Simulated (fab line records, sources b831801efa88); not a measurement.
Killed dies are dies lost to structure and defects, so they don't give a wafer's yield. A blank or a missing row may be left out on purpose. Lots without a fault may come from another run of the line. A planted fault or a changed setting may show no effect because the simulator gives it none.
Problem report in the 8D (eight disciplines) form, filled by code | flow sky130 | the parts of the form that need people (team, actions taken, sign-off) are left out

1. THE PROBLEM
VT_ADJUST_LVTN_TW at SKY_VT_ADJUST_LVTN_TW_MEAS_10 reads a mean of 207.3 on 6 wafers of 2 lots; wafers without a fault read 242.7 with a standard deviation of 0.93. That is -38 standard deviations from the usual mean.
First seen on wafer L692.2, day 10 11:34, on film_metro-03. The record holds 39 wafers of 13 lots with a number at this step. Rule for "out", or "out of limits": more than 4 standard deviations from the usual mean. The other wafers with a number count as sound.

2. WHAT IT IS AND WHAT IT IS NOT
question                    | is                           | is not
which readings at this step | VT_ADJUST_LVTN_TW            | -
which lots                  | L692, L694                   | L679, L680, L681, L682, L683, L684, L695, L696, L697, L698, L699
which wafers of those lots  | all that have a number       | -
read on which gauges        | film_metro-01, film_metro-03 | film_metro-04
when                        | from day 10 11:34            | up to then (18 sound wafers); but 15 sound wafers of L695, L696, L697, L698, L699 came after

3. SUSPECTS, AND WHAT RULES EACH OUT
Counting: a tool at a process step up to the reading stays a suspect if it ran every lot that is out and no sound lot after the first of them.
- the gauge at SKY_VT_ADJUST_LVTN_TW_MEAS_10: ruled out. The wafers that are out were read on 2 gauges (film_metro-01, film_metro-03).
- implanter-04 at SKY_VT_ADJUST_LVTN_IMPLANT_08: kept. It ran every lot that is out, first L692 (day 10 11:20), and no sound lot after that; its last sound lot up to then is L684 (day 8 08:57). Its own readings are out on those wafers: dose_ions_cm2, faraday_current_uA.
Left after counting: implanter-04 at SKY_VT_ADJUST_LVTN_IMPLANT_08.

4. THE CAUSE (what the simulator had put in)
Process parameter drift: implanter-04, from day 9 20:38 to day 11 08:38, at SKY_VT_ADJUST_LVTN_IMPLANT_08. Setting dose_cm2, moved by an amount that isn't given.
Counting left only this tool.

5. THE CHAIN OF EFFECTS, in route order
Each row: a reading whose mean over the struck wafers that have a number lies more than 3 standard deviations from the usual. Only readings for which the record gives a usual standard deviation are gone through. hours: the time from each lot's start at the first step in this table that gives one to its start at this step, as a median over the lots. sigmas: the change in usual standard deviations.
hours | step                          | reading            | usual    | on struck wafers | change    | sigmas
0     | SKY_VT_ADJUST_LVTN_IMPLANT_08 | dose_ions_cm2      | 1.57e+12 | 9.08e+11         | -6.62e+11 | -99 or more
0     | SKY_VT_ADJUST_LVTN_IMPLANT_08 | faraday_current_uA | 8.85     | 5.12             | -3.73     | -21
0     | SKY_VT_ADJUST_LVTN_TW_MEAS_10 | VT_ADJUST_LVTN_TW  | 242.7    | 207.3            | -35.4     | -38
The process steps in it:
- SKY_VT_ADJUST_LVTN_IMPLANT_08
Later measuring or inspecting steps at which every struck wafer that the step has a row for has a number for every such reading, and none has moved that far: SKY_VT_ADJUST_NCORE_TW_MEAS_11, SKY_SONOS_ONO_THK_MEAS_05.

6. WHAT WOULD HAVE CAUGHT IT SOONER
In this record the first reading out of limits at a measuring or inspecting step was taken at day 10 11:34, 15 hours after the fault began at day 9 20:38.
The tool's own readings at SKY_VT_ADJUST_LVTN_IMPLANT_08 were out on every struck wafer that the step has a row for (dose_ions_cm2, faraday_current_uA): an alarm limit on them would have fired on the first of those.
Of the lots that are out (2), L694 began SKY_VT_ADJUST_LVTN_IMPLANT_08 on implanter-04 after day 10 11:34. A hold on the tool at that time would have spared it.
